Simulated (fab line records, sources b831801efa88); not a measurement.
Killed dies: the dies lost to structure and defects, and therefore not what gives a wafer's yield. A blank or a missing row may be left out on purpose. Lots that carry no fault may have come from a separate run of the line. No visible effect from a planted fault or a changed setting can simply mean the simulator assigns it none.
One fault through the eyes of 2 desks / flow gf180mcu / only its own numbers are on each desk; what lay behind them is given at the end

FROM THE METROLOGY DESK
Means of the sampled wafers that have a number, per lot and without regard to the tool the lot ran on: this is what the gauges read. The brackets show how far a lot's mean lies from the usual mean; more than 4 standard deviations puts the lot out of limits, marked OUT. Only the readings that lie furthest out on some lot appear, 7 of the 9 it has.
Columns: A = V2_W_RS at GF_V2_RS_MEAS_24, usual 0.325 ohm/sq; B = M3_ALCU_RS at GF_M3_RS_MEAS_05, usual 0.0694 ohm/sq; C = M3_ALCU_THK at GF_M3_THK_MEAS_06, usual 452 nm; D = cdNm at GF_M3_CD_MEAS_14, usual 279.8 nm; E = V3_CVD_00_THK at GF_V3_THK_MEAS_01, usual 598 nm; F = V3_CVD_02_THK at GF_V3_THK_MEAS_03, usual 850 nm; G = V3_BOW at GF_V3_BOW_MEAS_05, usual 118 um
lot=L537; first seen here=day 21 03:13; A=0.327; B=0.0688; C=457; D=278.2; E=593; F=850; G=116
lot=L545; first seen here=day 24 03:38; A=0.322; B=0.0692; C=451; D=280.2; E=597; F=847; G=117
lot=L552; first seen here=day 26 04:17; A=0.321; B=0.0695; C=450; D=280.2; E=604; F=836; G=111
lot=L553; first seen here=day 26 10:51; A=0.325; B=0.0697; C=449; D=279.0; E=604; F=849; G=129
lot=L557; first seen here=day 27 06:25; A=0.324; B=0.0698; C=451; D=278.6; E=595; F=860; G=113
Result from this desk: across the 5 lots, nothing is out of limits.

FOR THE TOOL OWNER'S DESK: pvdSputter-04
At GF_M3_SPUTTER_04 (material TiN, target thk 50 nm, time 41.7 s) the tool's own readings: per lot run on this tool, the mean of the sampled wafers that have a number. The brackets show how far a lot's mean lies from the usual mean; more than 4 standard deviations puts the lot out of limits, marked OUT.
Columns: A = cathodeDcPowerW at GF_M3_SPUTTER_04, usual 6500.0 W; B = throttleValvePct at GF_M3_SPUTTER_04, usual 30.0 %
lot=L537; first seen here=day 21 03:49; A=6500.3; B=28.5
lot=L552; first seen here=day 26 04:56; A=6956.6 (+99 or more) OUT; B=29.0
This desk's verdict: out of limits on L552, starting with L552 at day 26 04:56 (cathodeDcPowerW at GF_M3_SPUTTER_04). Within limits: L537.

PUT TOGETHER
At day 26 04:56, on L552, the tool owner's desk was in a position to raise an alarm.
At the metrology desk, nothing out of limits was observed.
The metrology desk holds a record of L552, inside its limits.
The lots listed all ran GF_M3_SPUTTER_04 on pvdSputter-04.

WHAT THE SIMULATOR PUT IN
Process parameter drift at GF_M3_SPUTTER_04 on pvdSputter-04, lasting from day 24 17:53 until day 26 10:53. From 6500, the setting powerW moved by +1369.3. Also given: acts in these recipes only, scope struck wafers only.
Lots struck among those shown: L552.
Delay in hours, fault start to first out-of-limits reading, by desk: the tool owner's desk at 35.
